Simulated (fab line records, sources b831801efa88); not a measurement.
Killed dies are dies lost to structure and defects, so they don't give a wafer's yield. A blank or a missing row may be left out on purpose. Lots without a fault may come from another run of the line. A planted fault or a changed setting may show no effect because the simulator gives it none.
Tool commonality check | flow gf180mcu | 13 lots, 45 wafers sampled

WHY IT WAS OPENED
At GF_M4_CD_MEAS_14 the reading cd_nm is flagged on 2 of 13 lots. Wafers without a fault read 280.2 nm, standard deviation 1.1.
Rule: a lot is flagged when every wafer of it that has a number lies more than 4 standard deviations from that mean, or none has a number. The other lots count as sound.

lot  | measured     | on        | cd_nm (nm), wafer by wafer          | flag
L437 | day 23 20:23 | cd_sem-01 | 280.6 280.3 278.7                   |
L439 | day 24 05:11 | cd_sem-01 | 281.1 281.2 280.6                   |
L441 | day 24 14:00 | cd_sem-01 | 279.6 281.4 281.2                   |
L445 | day 26 01:23 | cd_sem-01 | 279.4 278.6 279.8                   |
L446 | day 26 08:34 | cd_sem-01 | 282.8 281.3 280.6                   |
L448 | day 27 01:02 | cd_sem-02 | 290.2 291.5 290.5 290.1 291.6 290.4 | FLAGGED
L449 | day 27 01:26 | cd_sem-02 | 289.7 289.4 290.1 289.4 288.6 290.4 | FLAGGED
L450 | day 28 00:29 | cd_sem-01 | 281.5 282.6 283.1                   |
L455 | day 29 22:32 | cd_sem-01 | 279.5 278.1 279.2                   |
L456 | day 29 22:39 | cd_sem-02 | 281.9 281.4 280.8                   |
L458 | day 30 07:45 | cd_sem-02 | 280.1 279.6 279.5                   |
L457 | day 30 13:03 | cd_sem-01 | 281.2 280.5 280.6                   |
L459 | day 30 18:35 | cd_sem-02 | 280.5 280.3 281.7                   |
The numbers of the flagged lots are 290.2 nm on average: +10.0 nm against the usual, or +9 standard deviations.

WHICH TOOL RAN EACH LOT
The record holds 1 process step before the reading, out of a route of 602 steps. In each cell: the tool, then ch and the chambers that the sampled wafers went through, then the start.
lot  | flag    | GF_M4_SOFTBAKE_10
L437 |         | litho_track-03 ch 0, day 23 08:56
L439 |         | litho_track-03 ch 0, day 23 17:53
L441 |         | litho_track-04 ch 0, day 24 03:29
L445 |         | litho_track-03 ch 0, day 25 15:23
L446 |         | litho_track-02 ch 0, day 25 22:26
L448 | FLAGGED | litho_track-03 ch 0, day 26 14:17
L449 | FLAGGED | litho_track-03 ch 0, day 26 14:51
L450 |         | litho_track-04 ch 0, day 27 14:05
L455 |         | litho_track-03 ch 0, day 29 12:32
L456 |         | litho_track-03 ch 0, day 29 13:08
L458 |         | litho_track-04 ch 0, day 29 22:13
L457 |         | litho_track-03 ch 0, day 30 04:30
L459 |         | litho_track-04 ch 0, day 30 09:50
What these steps do:
- GF_M4_SOFTBAKE_10: time 60 s.
- GF_M4_CD_MEAS_14: target cd 280 nm.

FLAGGED OVER TOTAL, TOOL BY TOOL (the gauges that took the reading come last)
step              | tool           | lots run | flagged | share of the flagged lots | sound lots run after its first flagged lot
GF_M4_SOFTBAKE_10 | litho_track-02 | 1        | 0       | none                      | -
GF_M4_SOFTBAKE_10 | litho_track-03 | 8        | 2       | all                       | 3 (L455,L456,L457)
GF_M4_SOFTBAKE_10 | litho_track-04 | 4        | 0       | none                      | -
GF_M4_CD_MEAS_14  | cd_sem-01      | 8        | 0       | none                      | -
GF_M4_CD_MEAS_14  | cd_sem-02      | 5        | 2       | all                       | 3 (L456,L458,L459)

WHAT THE TABLE ALLOWS
2 rows of the table ran every flagged lot: litho_track-03 at GF_M4_SOFTBAKE_10, cd_sem-02 at GF_M4_CD_MEAS_14.
- litho_track-03 at GF_M4_SOFTBAKE_10: 2 of its 8 lots flagged. Sound lots ran on it after the first flagged one (L455, L456, L457), which a lasting fault on the whole tool wouldn't allow. Its own readings lie more than 4 standard deviations out on every wafer of the flagged lots: heater_power_total_W, plate_temp_C.
- cd_sem-02 at GF_M4_CD_MEAS_14: 2 of its 5 lots flagged. Sound lots ran on it after the first flagged one (L456, L458, L459), which a lasting fault on the whole tool wouldn't allow.
No row of the table ran every flagged lot and no sound lot after the first.

WHAT THE SIMULATOR HAD PUT IN
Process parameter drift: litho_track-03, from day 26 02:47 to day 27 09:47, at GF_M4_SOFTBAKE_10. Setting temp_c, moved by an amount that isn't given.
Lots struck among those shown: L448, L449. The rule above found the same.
